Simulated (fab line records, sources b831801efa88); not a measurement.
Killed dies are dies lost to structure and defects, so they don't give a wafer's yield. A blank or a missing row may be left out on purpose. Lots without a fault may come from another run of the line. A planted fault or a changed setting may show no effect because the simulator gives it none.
Which tool did it? | flow sky130 | 11 lots, 33 wafers sampled, at 2 steps of a route of 708

WHAT THE GAUGES READ, wafer by wafer
SKY_CAPM_RS_MEAS_03: measures by four-point-probe.
lot  | measured     | on            | CAPM_TIN_RS (ohm/sq)
L878 | day 36 14:34 | film_metro-03 | 7.04 7.08 7.10
L879 | day 36 19:32 | film_metro-01 | 6.91 6.86 6.88
L880 | day 37 00:49 | film_metro-01 | 6.80 6.91 6.83
L885 | day 39 03:07 | film_metro-02 | 6.87 6.85 6.91
L888 | day 39 08:19 | film_metro-02 | 7.08 7.08 7.09
L894 | day 41 03:47 | film_metro-01 | 6.83 6.75 6.84
L896 | day 41 20:26 | film_metro-03 | 6.93 7.00 7.03
L898 | day 42 06:58 | film_metro-02 | 7.01 7.02 7.03
L899 | day 42 15:40 | film_metro-01 | 6.98 7.04 6.96
L900 | day 42 19:40 | film_metro-02 | 6.90 6.81 6.83
L901 | day 43 02:43 | film_metro-01 | 6.90 6.93 6.90

WHICH TOOL RAN EACH LOT (tool, then ch and the chambers of the sampled wafers, then the start)
lot  | SKY_METAL3_SPUTTER_03
L878 | pvd_sputter-03, day 36 14:15
L879 | pvd_sputter-04, day 36 19:15
L880 | pvd_sputter-04, day 37 00:33
L885 | pvd_sputter-04, day 39 02:52
L888 | pvd_sputter-01, day 39 08:04
L894 | pvd_sputter-03, day 41 03:31
L896 | pvd_sputter-04, day 41 20:09
L898 | pvd_sputter-04, day 42 06:41
L899 | pvd_sputter-01, day 42 15:25
L900 | pvd_sputter-01, day 42 19:23
L901 | pvd_sputter-01, day 43 02:28
- SKY_METAL3_SPUTTER_03: material Ti, target thk 5 nm, time 3.3 s.

THE ANSWER, worked out from the rows above alone
Rule: what is usual is taken from the lots themselves. Put in order of their means at a reading, lots are off if they are a third of the lots or fewer, leave a main group of 4 or more, and stand apart from it by a gap of 3 or more times the standard deviation of the main group's means; of several such gaps the widest counts. A main group whose means are all the same, to the digits that the tables above print for the reading, isn't used. A lot without any number at a reading at which 4 lots or more have one is off too. The other lots that the step has rows for count as sound.
No lot is off at any reading shown: from this, nothing can be told.

WHAT THE SIMULATOR HAD PUT IN
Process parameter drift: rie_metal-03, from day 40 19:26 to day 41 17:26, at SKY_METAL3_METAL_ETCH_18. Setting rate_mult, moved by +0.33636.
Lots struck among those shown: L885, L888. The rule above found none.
